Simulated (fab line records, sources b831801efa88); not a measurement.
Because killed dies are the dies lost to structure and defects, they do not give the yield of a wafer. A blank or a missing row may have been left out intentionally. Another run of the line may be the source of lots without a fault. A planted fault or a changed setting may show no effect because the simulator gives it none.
Split-lot study || flow gf180mcu || 5 lots, 23 wafers read, on a route of 602 steps

## ABOUT THE SPLIT
At GF_PSD_DEVELOP_06 (develop time 60 s), the setting develop_time_s was moved away from the recipe's 60 s on 6 of the 23 wafers read, by -12.7% to -9.1%. The other wafers ran this setting at the recipe's value.

No step appears in the file between the split and the reading.

## THE READING
At GF_PSD_CD_MEAS_07: cd_nm in nanometres, against a target cd of 400 nm. On this fab line, fault-free wafers typically give 400.7 nm with a standard deviation of 1.7 nm.

{"wafer": "L077.4", "tool, chamber at the split": "litho_track-03, 0", "develop_time_s as run, s": 60, "against the recipe": "recipe", "cd_nm, nm": 400.8, "against lot-mates on the recipe": "-"}
{"wafer": "L077.5", "tool, chamber at the split": "litho_track-03, 0", "develop_time_s as run, s": 60, "against the recipe": "recipe", "cd_nm, nm": 401.6, "against lot-mates on the recipe": "-"}
{"wafer": "L077.6", "tool, chamber at the split": "litho_track-03, 0", "develop_time_s as run, s": 60, "against the recipe": "recipe", "cd_nm, nm": 400.8, "against lot-mates on the recipe": "-"}
{"wafer": "L081.1", "tool, chamber at the split": "litho_track-01, 0", "develop_time_s as run, s": 60, "against the recipe": "recipe", "cd_nm, nm": 401.2, "against lot-mates on the recipe": "-"}
{"wafer": "L081.2", "tool, chamber at the split": "litho_track-01, 0", "develop_time_s as run, s": 52.36, "against the recipe": "-12.7%", "cd_nm, nm": 389.2, "against lot-mates on the recipe": -13.2}
{"wafer": "L081.3", "tool, chamber at the split": "litho_track-01, 0", "develop_time_s as run, s": 52.36, "against the recipe": "-12.7%", "cd_nm, nm": 388.4, "against lot-mates on the recipe": -14.0}
{"wafer": "L081.5", "tool, chamber at the split": "litho_track-01, 0", "develop_time_s as run, s": 60, "against the recipe": "recipe", "cd_nm, nm": 403.4, "against lot-mates on the recipe": "-"}
{"wafer": "L081.6", "tool, chamber at the split": "litho_track-01, 0", "develop_time_s as run, s": 60, "against the recipe": "recipe", "cd_nm, nm": 402.7, "against lot-mates on the recipe": "-"}
{"wafer": "L080.1", "tool, chamber at the split": "litho_track-03, 0", "develop_time_s as run, s": 60, "against the recipe": "recipe", "cd_nm, nm": 402.4, "against lot-mates on the recipe": "-"}
{"wafer": "L080.2", "tool, chamber at the split": "litho_track-03, 0", "develop_time_s as run, s": 60, "against the recipe": "recipe", "cd_nm, nm": 400.3, "against lot-mates on the recipe": "-"}
{"wafer": "L080.3", "tool, chamber at the split": "litho_track-03, 0", "develop_time_s as run, s": 54.53, "against the recipe": "-9.1%", "cd_nm, nm": 391.3, "against lot-mates on the recipe": -9.8}
{"wafer": "L080.4", "tool, chamber at the split": "litho_track-03, 0", "develop_time_s as run, s": 54.53, "against the recipe": "-9.1%", "cd_nm, nm": 389.8, "against lot-mates on the recipe": -11.3}
{"wafer": "L080.6", "tool, chamber at the split": "litho_track-03, 0", "develop_time_s as run, s": 60, "against the recipe": "recipe", "cd_nm, nm": 400.5, "against lot-mates on the recipe": "-"}
{"wafer": "L083.1", "tool, chamber at the split": "litho_track-01, 0", "develop_time_s as run, s": 60, "against the recipe": "recipe", "cd_nm, nm": 401.5, "against lot-mates on the recipe": "-"}
{"wafer": "L083.2", "tool, chamber at the split": "litho_track-01, 0", "develop_time_s as run, s": 60, "against the recipe": "recipe", "cd_nm, nm": 400.1, "against lot-mates on the recipe": "-"}
{"wafer": "L083.3", "tool, chamber at the split": "litho_track-01, 0", "develop_time_s as run, s": 60, "against the recipe": "recipe", "cd_nm, nm": 399.6, "against lot-mates on the recipe": "-"}
{"wafer": "L083.4", "tool, chamber at the split": "litho_track-01, 0", "develop_time_s as run, s": 60, "against the recipe": "recipe", "cd_nm, nm": 400.4, "against lot-mates on the recipe": "-"}
{"wafer": "L083.5", "tool, chamber at the split": "litho_track-01, 0", "develop_time_s as run, s": 60, "against the recipe": "recipe", "cd_nm, nm": 402.7, "against lot-mates on the recipe": "-"}
{"wafer": "L084.1", "tool, chamber at the split": "litho_track-01, 0", "develop_time_s as run, s": 60, "against the recipe": "recipe", "cd_nm, nm": 400.4, "against lot-mates on the recipe": "-"}
{"wafer": "L084.2", "tool, chamber at the split": "litho_track-01, 0", "develop_time_s as run, s": 60, "against the recipe": "recipe", "cd_nm, nm": 400.6, "against lot-mates on the recipe": "-"}
{"wafer": "L084.3", "tool, chamber at the split": "litho_track-01, 0", "develop_time_s as run, s": 54.05, "against the recipe": "-9.9%", "cd_nm, nm": 390.1, "against lot-mates on the recipe": -10.3}
{"wafer": "L084.4", "tool, chamber at the split": "litho_track-01, 0", "develop_time_s as run, s": 54.05, "against the recipe": "-9.9%", "cd_nm, nm": 389.2, "against lot-mates on the recipe": -11.2}
{"wafer": "L084.5", "tool, chamber at the split": "litho_track-01, 0", "develop_time_s as run, s": 60, "against the recipe": "recipe", "cd_nm, nm": 400.1, "against lot-mates on the recipe": "-"}

THE FIT
A straight line over all 23 wafers: cd_nm changes by +1.06 nm for each +1% of develop_time_s; r = +0.98; the points scatter about the line by 1.1 nm.
The same after taking each lot's own level away (the mean of its wafers on the recipe; 23 wafers): +1.09 nm for each +1%; r = +0.99; scatter 0.83 nm.
That fit puts the effect of the largest move of develop_time_s on the reading at 14 nm.
The lots' own levels span 400.37 to 402.43 nm, that is 1.2 times the standard deviation above.
Consequently the slope shifts little with the lot-to-lot level, the two slopes agreeing.
Check: -14.1 nm against its lot-mates is what the line predicts for one of the wafers moved furthest among these (-12.7%) when that wafer is left out of the fit. It came out at -13.2 nm against them.

## THE FILE'S OWN FIT
cd_nm changes by +1.09 nm for each +1% of develop_time_s, r = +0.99.
